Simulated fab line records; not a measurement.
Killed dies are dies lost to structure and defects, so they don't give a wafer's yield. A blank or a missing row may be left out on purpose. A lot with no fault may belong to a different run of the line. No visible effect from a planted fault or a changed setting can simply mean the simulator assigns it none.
fab line records	flow sfqLine
record lots=7	wafers=19	lastDay=82
route steps=325 shown M0@32 I0@43 M1@58 I1@73 M8@325
lots that met no fault: from a run of the same line without faults
startH: start of the lot's first displayed wafer, in hours after the record's first day	waitH: hours since the lot's step before	" the same as in the row above	L1.1+2: a single row standing in for several wafers	- value missing, or start not given	* or withheld: withheld	< > ~ a bound
route shown NAME@n: NAME is a module with steps in the file, n the number in the route of the first one	usual: mean and standard deviation over wafers with no fault	same: alike in all rows	chamber/n: place in a boat	sites: readings site by site	_std_site: how widely they spread, as a standard deviation	_edge_site: inner sites' mean taken away from outer sites' mean	radiusMm: how far each site lies from the wafer's centre	mask NAME#n: copy n	behind: the most recent tool/chamber to have shaped the wafer	hold: why the lot was held/for how many hours/how that ended	device: the n, p or np transistor that did not switch	end of line: tests run on the same wafers once the route is complete	step lacking rows: just its recipe	killed: at the first sort, the dies lost to defects and structure; wafer yield is something else	map: shows each die of a wafer: x if killed, . if not, _ if none is there
set.NAME: setting as actually run; set.NAME@STEP: the setting as run at that earlier step	model.NAME: the simulator's own value behind a step, which no gauge read
lots at some steps of the route; a table a step, a row a wafer
services: from which hour (startH, from the record's first day; less than 0 if before it) a tool's chamber was out of use, for how many hours, and why
## steps
# step SFQ_TRILAYER_M0_LITHO_COAT_026
# recipe resist=BARC	spinRpm=3000	resistThkNm=62
# step SFQ_TRILAYER_M0_LITHO_COAT_021
# recipe resist=KrF	spinRpm=3000	resistThkNm=600
# step SFQ_TRILAYER_M0_LITHO_SOFTBAKE_025
# recipe tempC=withheld	timeS=withheld	resist=KrF
# step SFQ_TRILAYER_M0_LITHO_EXPOSE_022
# recipe maskId=M0	na=0.6	sourceShape=conventional	sigmaOuter=0.65	targetCdNm=500	doseMj=14.4
# step SFQ_TRILAYER_M0_LITHO_PEB_024
# recipe pebTempC=115	pebTimeS=60	resist=KrF
# step SFQ_TRILAYER_M0_LITHO_DEVELOP_023
# recipe timeS=60	resist=KrF
# step SFQ_M0_OVL_MEAS_906
# usual M0_OVL=2/5
lot.wafer	tool	chamber	startH	waitH	M0_OVL[nm]
L599.1	overlay-01	-	118.04	0.1	0
L599.3	"	-	"	"	5
L599.5	"	-	"	"	5
L600.1	overlay-01	-	125.24	0.1	0
L600.2	"	-	"	"	8
L600.5	"	-	"	"	7
L602.1	overlay-02	-	146.89	0.1	4
L602.3	"	-	"	"	-4
L604.1	overlay-02	-	157.69	0.1	-7
L604.5	"	-	"	"	-5
L605.1	overlay-01	-	162.49	0.1	-7
L605.5	"	-	"	"	-8
L605.6	"	-	"	"	-8
L613.2	overlay-01	-	247.93	0.1	0
L613.3	"	-	"	"	4
L613.4	"	-	"	"	4
L619.1	overlay-02	-	297.87	0.1	4
L619.3	"	-	"	"	-1
L619.5	"	-	"	"	0
# step SFQ_TRILAYER_M0_BARC_OPEN_METAL_ETCH_031
# recipe maskMaterial=PR	chemistry=O2	targetDepthNm=125	target=BARC	icpW=600	biasW=80	pressureMtorr=10	timeS=41.7
# step SFQ_TRILAYER_M0_ETCH_METAL_ETCH_024
# recipe target=Nb	stopOn=SiO2	maskMaterial=PR	chemistry=Cl2/Ar	targetDepthNm=240	icpW=600	biasW=80	pressureMtorr=10	timeS=120
# step SFQ_TRILAYER_M0_STRIP_STRIP_025
# recipe gas=O2	powerW=200	platenTempC=40	overashFraction=0.65	chemistry=O2	pressureMtorr=50
# usual drypumpMotorCurrentA=5.4/0.54	oesProductAu=0.997/0.0073
lot.wafer	tool	chamber	startH	waitH	drypumpMotorCurrentA	oesProductAu	rfHoursCounterH
L599.1	rieMetal-04	1	118.26	0.1	5.0	0.986	114
L599.3	"	0	"	"	5.3	1.001	-
L599.5	"	1	"	"	5.0	1.005	-
L600.1	rieMetal-02	1	125.46	0.1	5.6	0.990	171
L600.2	"	0	"	"	6.4	0.989	187
L600.5	"	0	"	"	6.5	0.984	-
L602.1	rieMetal-02	1	147.11	0.1	5.6	0.999	174
L602.3	"	1	"	"	5.6	0.997	-
L604.1	rieMetal-03	1	157.91	0.1	5.0	0.993	188
L604.5	"	1	"	"	4.9	1.009	-
L605.1	rieMetal-03	0	162.71	0.1	6.1	0.986	149
L605.5	"	1	"	"	5.0	0.999	-
L605.6	"	0	"	"	6.1	0.991	-
L613.2	rieMetal-04	0	248.14	0.1	5.2	1.006	41
L613.3	"	1	"	"	5.0	0.999	-
L613.4	"	0	"	"	5.2	0.999	-
L619.1	rieMetal-04	1	298.09	0.1	5.0	1.002	142
L619.3	"	1	"	"	5.0	1.005	-
L619.5	"	0	"	"	5.3	1.010	-
# step SFQ_TRILAYER_M0_STRIP_SOLV_CLEAN_026
# recipe chemistry=NMP	tempC=70	timeS=600
# step SFQ_TRILAYER_I0_DEP_PECVD_027
# recipe material=SiO2	tempC=150	timeS=111.11	pressureTorr=2.4	rfW=183.3	precursor=SiH4/N2O	targetThkNm=500
# usual heaterPowerW=83/16	throttleValvePct=24.6/0.95
# same timeS=111.11
lot.wafer	tool	chamber	startH	waitH	heaterPowerW	sinceWetCleanH	throttleValvePct
L599.1	pecvd-01	1	119.03	0.0	68	280	25.5
L599.3	"	0	"	"	66	-	22.8
L599.5	"	1	"	"	57	-	25.5
L600.1	pecvd-02	1	126.25	0.0	75	1041	24.9
L600.2	"	0	"	"	98	1041	24.0
L600.5	"	1	"	"	77	-	24.7
L602.1	pecvd-02	2	147.89	0.0	88	1062	24.3
L602.3	"	0	"	"	107	1062	24.0
L604.1	pecvd-02	1	158.69	0.0	74	1073	24.6
L604.5	"	0	"	"	99	-	24.0
L605.1	pecvd-01	2	163.51	0.0	93	325	24.6
L605.5	"	0	"	"	62	-	23.0
L605.6	"	1	"	"	56	-	25.2
L613.2	pecvd-02	2	248.91	0.0	86	1163	24.6
L613.3	"	0	"	"	92	1163	24.1
L613.4	"	2	"	"	89	-	24.1
L619.1	pecvd-04	0	298.86	0.0	89	844	26.8
L619.3	"	2	"	"	114	844	26.0
L619.5	"	1	"	"	76	-	26.1
# step SFQ_TRILAYER_I0_CMP_CMP_028
# recipe material=SiO2	downForcePsi=3	platenRpm=60	padVelocityMS=0.94248
# usual edgeZonePressureFrac=1.000/0.0048	motorCurrentA=10.7/0.96	timeToEndpointS=214/6.7
lot.wafer	tool	chamber	startH	waitH	edgeZonePressureFrac	motorCurrentA	timeToEndpointS	model.SiO2_of_TRILAYER_I0_DEP_PECVD_027.thkNm
L599.1	cmp-01	1	125.02	6.0	1.006	11.5	219	199.8
L599.3	"	0	126.52	7.4	0.999	11.6	226	198.5
L599.5	"	2	127.52	8.4	1.001	10.2	224	197.9
L600.2	cmp-01	2	132.02	5.7	1.000	9.8	209	200.1
L600.1	"	3	"	"	0.992	11.4	213	201
L600.5	"	1	133.52	7.2	0.999	11.9	223	200.3
L602.3	cmp-01	3	149.07	1.1	0.997	12.0	214	198.9
L602.1	"	0	"	"	0.993	11.6	176	250
L604.1	cmp-01	0	160.27	1.5	1.002	10.9	183	250.1
L604.5	"	2	161.27	2.5	1.004	9.9	187	250.3
L605.1	cmp-01	3	164.08	0.5	1.000	11.6	179	249.1
L605.5	"	2	165.58	2.0	1.000	9.5	174	249.7
L605.6	"	3	"	"	0.997	11.4	218	200.1
L613.3	cmp-02	1	253.85	4.9	0.999	11.1	214	201.8
L613.4	"	2	"	"	0.994	9.2	217	200.4
L613.2	"	0	255.35	6.4	0.994	9.7	212	201.3
L619.1	cmp-02	2	307.32	8.4	0.998	9.6	205	198.9
L619.3	"	0	308.32	9.4	1.001	9.6	211	200.1
L619.5	"	1	"	"	1.004	11.0	214	199.5
# step SFQ_I0_BOW_MEAS_907
# recipe mode=bow
# usual I0_BOW=1/7.4
lot.wafer	tool	chamber	startH	waitH	I0_BOW[um]
L599.1	filmMetro-04	-	128.02	2.5	6
L599.3	"	-	"	"	5
L599.5	"	-	"	"	4
L600.1	filmMetro-01	-	134.02	1.0	12
L600.2	"	-	"	"	-1
L600.5	"	-	"	"	-3
L602.1	filmMetro-01	-	151.57	1.5	-15
L602.3	"	-	"	"	-1
L602.1	filmMetro-01	-	152.89	1.3	-
L602.3	"	-	"	"	-
L604.1	filmMetro-02	-	161.77	1.0	-4
L604.5	"	-	"	"	3
L604.1	filmMetro-02	-	163.09	1.3	-
L604.5	"	-	"	"	-
L605.1	filmMetro-02	-	166.58	2.0	-8
L605.5	"	-	"	"	3
L605.6	"	-	"	"	-13
L605.1	filmMetro-02	-	167.90	1.3	-
L605.5	"	-	"	"	-
L605.6	"	-	"	"	-
L613.2	filmMetro-01	-	256.87	1.0	-8
L613.3	"	-	"	"	7
L613.4	"	-	"	"	-3
L619.1	filmMetro-02	-	309.82	2.0	13
L619.3	"	-	"	"	-12
L619.5	"	-	"	"	0
# step SFQ_TRILAYER_I0_METRO_MEASURE_029
# usual thkNm=200.0/1.1
lot.wafer	tool	chamber	startH	waitH	thkNm
L599.1	filmMetro-04	-	128.14	0.1	199.9
L599.3	"	-	"	"	198.5
L599.5	"	-	"	"	197.8
L600.1	filmMetro-01	-	134.14	0.1	201.1
L600.2	"	-	"	"	200.2
L600.5	"	-	"	"	200.2
L602.1	filmMetro-01	-	156.91	4.0	250.0
L602.3	"	-	"	"	199.0
L602.1	filmMetro-01	-	158.28	1.2	249.9
L602.3	"	-	"	"	198.9
L604.1	filmMetro-02	-	167.98	4.9	249.9
L604.5	"	-	"	"	250.3
L604.1	filmMetro-02	-	169.35	1.2	250.1
L604.5	"	-	"	"	250.3
L605.1	filmMetro-02	-	172.88	5.0	249.0
L605.5	"	-	"	"	249.7
L605.6	"	-	"	"	200.2
L605.1	filmMetro-02	-	174.25	1.2	249.3
L605.5	"	-	"	"	249.6
L605.6	"	-	"	"	200.1
L613.2	filmMetro-01	-	257.17	0.3	201.2
L613.3	"	-	"	"	202.0
L613.4	"	-	"	"	200.4
L619.1	filmMetro-02	-	309.94	0.1	198.8
L619.3	"	-	"	"	200.2
L619.5	"	-	"	"	199.6
# step SFQ_TRILAYER_I0_VIA_LITHO_COAT_036
# recipe resist=BARC	spinRpm=3000	resistThkNm=62
# step SFQ_TRILAYER_I0_VIA_LITHO_COAT_031
# recipe resist=KrF	spinRpm=3000	resistThkNm=650
# step SFQ_TRILAYER_I0_VIA_LITHO_SOFTBAKE_035
# recipe tempC=withheld	timeS=withheld	resist=KrF
# step SFQ_TRILAYER_I0_VIA_LITHO_EXPOSE_032
# recipe maskId=I0	na=0.6	sourceShape=conventional	sigmaOuter=0.65	targetCdNm=500	doseMj=21.3
# step SFQ_TRILAYER_I0_VIA_LITHO_PEB_034
# recipe pebTempC=115	pebTimeS=60	resist=KrF
# step SFQ_TRILAYER_I0_VIA_LITHO_DEVELOP_033
# recipe timeS=60	resist=KrF
# step SFQ_I0_OVL_MEAS_908
# usual I0_OVL=3/4.8
lot.wafer	tool	chamber	startH	waitH	I0_OVL[nm]
L599.1	overlay-02	-	247.17	0.1	-1
L599.3	"	-	"	"	2
L599.5	"	-	"	"	5
L600.1	overlay-02	-	253.17	0.1	-9
L600.2	"	-	"	"	-6
L600.5	"	-	"	"	-14
L602.1	overlay-02	-	269.97	0.1	1
L602.3	"	-	"	"	-1
L604.1	overlay-01	-	277.17	0.1	0
L604.5	"	-	"	"	-6
L605.1	overlay-01	-	280.77	0.1	-7
L605.5	"	-	"	"	1
L605.6	"	-	"	"	-5
L613.2	overlay-02	-	366.65	0.1	2
L613.3	"	-	"	"	9
L613.4	"	-	"	"	10
L619.1	overlay-02	-	446.17	0.1	5
L619.3	"	-	"	"	9
L619.5	"	-	"	"	4
# step SFQ_TRILAYER_I0_VIA_BARC_OPEN_VIA_ETCH_046
# recipe maskMaterial=PR	chemistry=O2	targetDepthNm=125	target=BARC	sourceW=500	biasW=80	pressureMtorr=30	timeS=41.7
# usual drypumpMotorCurrentA=5.7/0.57	oesProductAu=0.685/0.0042
# same timeS=41.7
lot.wafer	tool	chamber	startH	waitH	drypumpMotorCurrentA	oesProductAu	rfHoursCounterH
L599.1	rieDiel-02	2	247.21	0.0	5.6	0.683	2
L599.3	"	0	"	"	6.4	0.691	106
L599.5	"	2	"	"	5.6	0.680	-
L600.1	rieDiel-04	1	253.21	0.0	6.3	0.688	9
L600.2	"	0	"	"	5.5	0.693	88
L600.5	"	0	"	"	5.5	0.689	-
L602.1	rieDiel-02	0	270.01	0.0	6.4	0.682	107
L602.3	"	2	"	"	5.6	0.684	2
L604.1	rieDiel-01	3	277.21	0.0	6.5	0.684	45
L604.5	"	1	"	"	4.7	0.684	-
L605.1	rieDiel-01	1	280.81	0.0	4.7	0.681	9
L605.5	"	2	"	"	5.6	0.681	-
L605.6	"	3	"	"	6.5	0.684	-
L613.2	rieDiel-01	0	366.68	0.0	5.7	0.690	8
L613.3	"	1	"	"	4.7	0.692	11
L613.4	"	0	"	"	5.7	0.680	-
L619.1	rieDiel-02	1	446.20	0.0	4.8	0.684	98
L619.3	"	3	"	"	5.8	0.684	3
L619.5	"	1	"	"	4.8	0.690	-
# step SFQ_TRILAYER_I0_VIA_ETCH_VIA_ETCH_034
# recipe target=SiO2	stopOn=Nb	maskMaterial=PR	taperDeg=20	chemistry=CHF3	targetDepthNm=260	sourceW=500	biasW=80	pressureMtorr=30	timeS=withheld
# usual drypumpMotorCurrentA=5.7/0.57	oesProductAu=0.854/0.0054
lot.wafer	tool	chamber	startH	waitH	drypumpMotorCurrentA	oesProductAu	model.etch.depthNm	model.I0.featureDepthNm
L599.1	rieDiel-02	2	247.25	0.0	5.6	0.860	199.8	199.8
L599.3	"	0	"	"	6.4	0.851	198.5	198.5
L599.5	"	2	"	"	5.6	0.844	197.9	197.9
L600.1	rieDiel-04	1	253.25	0.0	6.2	0.860	201	201
L600.2	"	0	"	"	5.5	0.859	200.1	200.1
L600.5	"	0	"	"	5.5	0.853	200.3	200.3
L602.1	rieDiel-02	0	270.05	0.0	6.4	0.966	250	250
L602.3	"	2	"	"	5.6	0.849	198.9	198.9
L604.1	rieDiel-01	3	277.25	0.0	6.4	0.966	250.1	250.1
L604.5	"	1	"	"	4.7	0.966	250.3	250.3
L605.1	rieDiel-01	1	280.85	0.0	4.7	0.965	249.1	249.1
L605.5	"	2	"	"	5.6	0.974	249.7	249.7
L605.6	"	3	"	"	6.5	0.855	200.1	200.1
L613.2	rieDiel-01	0	366.72	0.0	5.7	0.854	201.3	201.3
L613.3	"	1	"	"	4.7	0.861	201.8	201.8
L613.4	"	0	"	"	5.7	0.854	200.4	200.4
L619.1	rieDiel-02	1	446.24	0.0	4.8	0.855	198.9	198.9
L619.3	"	3	"	"	5.8	0.853	200.1	200.1
L619.5	"	1	"	"	4.8	0.844	199.5	199.5
# step SFQ_TRILAYER_I0_VIA_STRIP_STRIP_035
# recipe gas=O2	powerW=200	platenTempC=40	overashFraction=0.65	chemistry=O2	pressureMtorr=50
# step SFQ_TRILAYER_I0_VIA_STRIP_SOLV_CLEAN_036
# recipe chemistry=NMP	tempC=70	timeS=600
# step SFQ_TRILAYER_M1_DEP_PRE_CLEAN_038
# recipe gas=Ar	timeS=22.5	biasV=250
# same timeS=22.5
lot.wafer	tool	chamber	startH	waitH	model.SiO2_of_TRILAYER_I0_DEP_PECVD_027.thkNm
L599.1	pvdSputter-05	-	248.15	0.0	192.3
L599.3	"	-	"	"	191
L599.5	"	-	"	"	190.4
L600.1	pvdSputter-05	-	254.13	0.0	193.5
L600.2	"	-	"	"	192.6
L600.5	"	-	"	"	192.8
L602.1	pvdSputter-06	-	270.93	0.0	242.5
L602.3	"	-	"	"	191.4
L604.1	pvdSputter-03	-	278.13	0.0	242.6
L604.5	"	-	"	"	242.8
L605.1	pvdSputter-03	-	281.73	0.0	241.6
L605.5	"	-	"	"	242.2
L605.6	"	-	"	"	192.5
L613.2	pvdSputter-03	-	367.61	0.0	193.8
L613.3	"	-	"	"	194.3
L613.4	"	-	"	"	192.9
L619.1	pvdSputter-05	-	447.13	0.0	191.4
L619.3	"	-	"	"	192.6
L619.5	"	-	"	"	192
# step SFQ_TRILAYER_M1_DEP_SPUTTER_037
# recipe material=Nb	basePressurePa=1.33e-06	chamberPressurePa=0.1333	substrateTempC=20	resputterCathodeVoltageV=400	targetThkNm=200	powerW=2000	timeS=133.3
# step SFQ_M1_RS_MEAS_909
# recipe thkMeasGauge=four-point-probe	reads=Nb_of_TRILAYER_M1_DEP_SPUTTER_037
# usual M1_NB_RS=0.889/0.0086
lot.wafer	tool	chamber	startH	waitH	M1_NB_RS[ohm/sq]
L599.1	filmMetro-01	-	248.27	0.0	0.900
L599.3	"	-	"	"	0.896
L599.5	"	-	"	"	0.890
L600.1	filmMetro-02	-	254.25	0.0	0.898
L600.2	"	-	"	"	0.895
L600.5	"	-	"	"	0.893
L602.1	filmMetro-03	-	271.05	0.0	0.874
L602.3	"	-	"	"	0.885
L604.1	filmMetro-03	-	278.25	0.0	0.892
L604.5	"	-	"	"	0.892
L605.1	filmMetro-02	-	281.85	0.0	0.876
L605.5	"	-	"	"	0.874
L605.6	"	-	"	"	0.880
L613.2	filmMetro-02	-	367.75	0.1	0.898
L613.3	"	-	"	"	0.894
L613.4	"	-	"	"	0.896
L619.1	filmMetro-03	-	447.25	0.0	0.885
L619.3	"	-	"	"	0.889
L619.5	"	-	"	"	0.886
# step SFQ_TRILAYER_M1_LITHO_COAT_044
# recipe resist=BARC	spinRpm=3000	resistThkNm=62
# step SFQ_TRILAYER_M1_LITHO_COAT_039
# recipe resist=KrF	spinRpm=3000	resistThkNm=600
# step SFQ_TRILAYER_M1_LITHO_SOFTBAKE_043
# recipe tempC=withheld	timeS=withheld	resist=KrF
# step SFQ_TRILAYER_M1_LITHO_EXPOSE_040
# recipe maskId=M1	na=0.6	sourceShape=conventional	sigmaOuter=0.65	targetCdNm=500	doseMj=14.4
# step SFQ_TRILAYER_M1_LITHO_PEB_042
# recipe pebTempC=115	pebTimeS=60	resist=KrF
# step SFQ_TRILAYER_M1_LITHO_DEVELOP_041
# recipe timeS=60	resist=KrF
# step SFQ_M1_OVL_MEAS_911
# usual M1_OVL=1/4.1
lot.wafer	tool	chamber	startH	waitH	M1_OVL[nm]
L599.1	overlay-02	-	356.04	0.1	1
L599.3	"	-	"	"	3
L599.5	"	-	"	"	1
L600.1	overlay-01	-	359.64	0.1	-1
L600.2	"	-	"	"	1
L600.5	"	-	"	"	-2
L602.1	overlay-01	-	377.49	0.1	0
L602.3	"	-	"	"	-1
L604.1	overlay-02	-	412.57	0.1	-2
L604.5	"	-	"	"	-12
L605.1	overlay-02	-	417.37	0.1	1
L605.5	"	-	"	"	0
L605.6	"	-	"	"	6
L613.2	overlay-01	-	525.37	0.1	4
L613.3	"	-	"	"	7
L613.4	"	-	"	"	3
L619.1	overlay-02	-	606.37	0.1	2
L619.3	"	-	"	"	-3
L619.5	"	-	"	"	-5
# step SFQ_TRILAYER_M1_BARC_OPEN_METAL_ETCH_054
# recipe maskMaterial=PR	chemistry=O2	targetDepthNm=125	target=BARC	icpW=600	biasW=80	pressureMtorr=10	timeS=41.7
# usual drypumpMotorCurrentA=5.6/0.45	oesProductAu=0.686/0.0047
# same timeS=41.7
lot.wafer	tool	chamber	startH	waitH	drypumpMotorCurrentA	oesProductAu	rfHoursCounterH
L599.1	rieMetal-01	0	356.08	0.0	6.1	0.683	44
L599.3	"	0	"	"	6.1	0.679	-
L599.5	"	1	"	"	5.5	0.678	-
L600.1	rieMetal-01	0	359.68	0.0	6.1	0.681	45
L600.2	"	1	"	"	5.5	0.687	172
L600.5	"	0	"	"	6.1	0.694	-
L602.1	rieMetal-04	0	377.53	0.0	5.2	0.683	64
L602.3	"	1	"	"	5.0	0.681	-
L604.1	rieMetal-04	1	412.60	0.0	5.0	0.686	161
L604.5	"	0	"	"	5.2	0.687	-
L605.1	rieMetal-01	1	417.40	0.0	5.5	0.686	3
L605.5	"	0	"	"	6.1	0.679	-
L605.6	"	1	"	"	5.5	0.691	-
L613.2	rieMetal-01	1	525.40	0.0	5.5	0.682	22
L613.3	"	1	"	"	5.5	0.685	-
L613.4	"	0	"	"	6.1	0.689	-
L619.1	rieMetal-01	0	606.41	0.0	6.1	0.683	90
L619.3	"	1	"	"	5.5	0.685	-
L619.5	"	0	"	"	6.1	0.688	-
# step SFQ_TRILAYER_M1_ETCH_METAL_ETCH_042
# recipe target=Nb	stopOn=SiO2	maskMaterial=PR	chemistry=Cl2/Ar	targetDepthNm=240	icpW=600	biasW=80	pressureMtorr=10	timeS=120
# step SFQ_TRILAYER_M1_STRIP_STRIP_043
# recipe gas=O2	powerW=200	platenTempC=40	overashFraction=0.65	chemistry=O2	pressureMtorr=50
# usual drypumpMotorCurrentA=5.6/0.45	oesProductAu=1.001/0.0075
lot.wafer	tool	chamber	startH	waitH	drypumpMotorCurrentA	oesProductAu	rfHoursCounterH
L599.1	rieMetal-01	0	356.26	0.1	6.1	1.003	44
L599.3	"	0	"	"	6.1	1.009	-
L599.5	"	1	"	"	5.5	0.999	-
L600.1	rieMetal-01	0	359.86	0.1	6.1	1.003	45
L600.2	"	1	"	"	5.5	1.008	172
L600.5	"	0	"	"	6.1	0.994	-
L602.1	rieMetal-04	0	377.71	0.1	5.2	0.986	64
L602.3	"	1	"	"	5.0	0.993	-
L604.1	rieMetal-04	1	412.79	0.1	5.0	1.004	161
L604.5	"	0	"	"	5.3	0.999	-
L605.1	rieMetal-01	1	417.59	0.1	5.5	0.994	3
L605.5	"	0	"	"	6.1	0.997	-
L605.6	"	1	"	"	5.5	0.982	-
L613.2	rieMetal-01	1	525.59	0.1	5.5	0.987	22
L613.3	"	1	"	"	5.5	0.990	-
L613.4	"	0	"	"	6.1	0.991	-
L619.1	rieMetal-01	0	606.59	0.1	6.1	0.990	90
L619.3	"	1	"	"	5.5	0.992	-
L619.5	"	0	"	"	6.1	1.006	-
# step SFQ_TRILAYER_M1_STRIP_SOLV_CLEAN_044
# recipe chemistry=NMP	tempC=70	timeS=600
# step SFQ_TRILAYER_I1_DEP_PECVD_045
# recipe material=SiO2	tempC=150	timeS=111.11	pressureTorr=2.4	rfW=183.3	precursor=SiH4/N2O	targetThkNm=500
# step SFQ_M8_BOW_MEAS_951
# recipe mode=bow
# usual M8_BOW=8/11
lot.wafer	tool	chamber	startH	waitH	M8_BOW[um]	model.etest.i0.linkOhm
L599.1	filmMetro-02	-	1784.77	0.0	5	1.993
L599.3	"	-	"	"	5	1.981
L599.5	"	-	"	"	3	1.975
L600.1	filmMetro-01	-	1802.40	0.0	11	1.978
L600.2	"	-	"	"	-2	1.979
L600.5	"	-	"	"	-4	1.976
L602.1	filmMetro-01	-	1808.77	0.0	-9	2.006
L602.3	"	-	"	"	5	1.963
L604.1	filmMetro-02	-	1823.17	0.0	-14	2.006
L604.5	"	-	"	"	-9	2.007
L605.1	filmMetro-02	-	1833.97	0.0	-1	1.984
L605.5	"	-	"	"	11	1.984
L605.6	"	-	"	"	-4	1.962
L613.2	filmMetro-01	-	1925.94	0.0	-2	1.966
L613.3	"	-	"	"	12	1.968
L613.4	"	-	"	"	3	1.968
L619.1	filmMetro-04	-	1958.55	0.0	24	1.969
L619.3	"	-	"	"	-2	1.966
L619.5	"	-	"	"	10	1.96
## services
tool	chamber	startH	hours	kind
rieMetal-01	1	139.70	2.7	repair
rieDiel-01	1	152.46	8.8	repair
rieDiel-02	-	166.59	0.8	repair
rieMetal-04	1	196.96	9.6	repair
rieMetal-01	-	198.07	14.6	pm
rieDiel-02	1	201.96	6.2	repair
rieDiel-02	0	219.41	14.0	repair
rieMetal-01	-	234.18	1.4	pm
rieDiel-02	-	245.14	1.8	repair
rieDiel-01	-	252.29	2.8	pm
rieDiel-01	-	255.81	0.9	repair
rieDiel-01	0	274.87	6.7	repair
rieDiel-02	1	309.45	7.7	repair
rieMetal-01	-	311.71	1.2	repair
rieDiel-02	3	324.37	6.3	repair
rieDiel-01	3	326.13	2.2	repair
rieDiel-02	-	353.20	1.9	repair
rieDiel-01	2	363.86	3.0	repair
rieDiel-01	-	374.61	8.7	repair
rieDiel-01	2	412.47	5.0	repair
rieDiel-02	0	416.20	3.7	repair
rieDiel-02	3	423.94	5.3	repair
rieMetal-01	1	429.38	7.9	repair
rieMetal-04	1	564.81	3.6	repair
## key
firstSign step=SFQ_TRILAYER_I0_CMP_CMP_028	reading=timeToEndpointS	direction=down	sigmas=5.1	usual=*	struck=*
effect step=SFQ_I0_BOW_MEAS_907	reading=visit	direction=added
effect step=SFQ_TRILAYER_I0_METRO_MEASURE_029	reading=visit	direction=added
effect step=SFQ_TRILAYER_I0_METRO_MEASURE_029	reading=thkNm	direction=up	sigmas=46	usual=200.0	struck=249.8
effect step=SFQ_TRILAYER_I0_VIA_ETCH_VIA_ETCH_034	reading=oesProductAu	direction=up	sigmas=21	usual=0.854	struck=0.968
modelEffect step=SFQ_TRILAYER_I0_CMP_CMP_028	value=SiO2_of_TRILAYER_I0_DEP_PECVD_027.thkNm	without=199.8	struck=249.8
modelEffect step=SFQ_TRILAYER_I0_VIA_ETCH_VIA_ETCH_034	value=etch.depthNm	without=199.8	struck=249.8
modelEffect step=SFQ_TRILAYER_M1_DEP_PRE_CLEAN_038	value=SiO2_of_TRILAYER_I0_DEP_PECVD_027.thkNm	without=192.3	struck=242.3
modelEffect step=SFQ_M8_BOW_MEAS_951	value=etest.i0.linkOhm	without=1.951	struck=1.997
metAt SFQ_TRILAYER_I0_CMP_CMP_028
struckWafers L602.1,L604.1,L604.5,L605.1,L605.5
onsetBetween 132.02 149.07
fault kind=processParameterDrift	tool=cmp-01	chamber=-	onsetH=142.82	steps=SFQ_TRILAYER_I0_CMP_CMP_028	channel=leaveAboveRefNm	offset=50	shape=step	endH=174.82	scope=struckWafersOnly	actsIn=theseRecipesOnly	stated=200
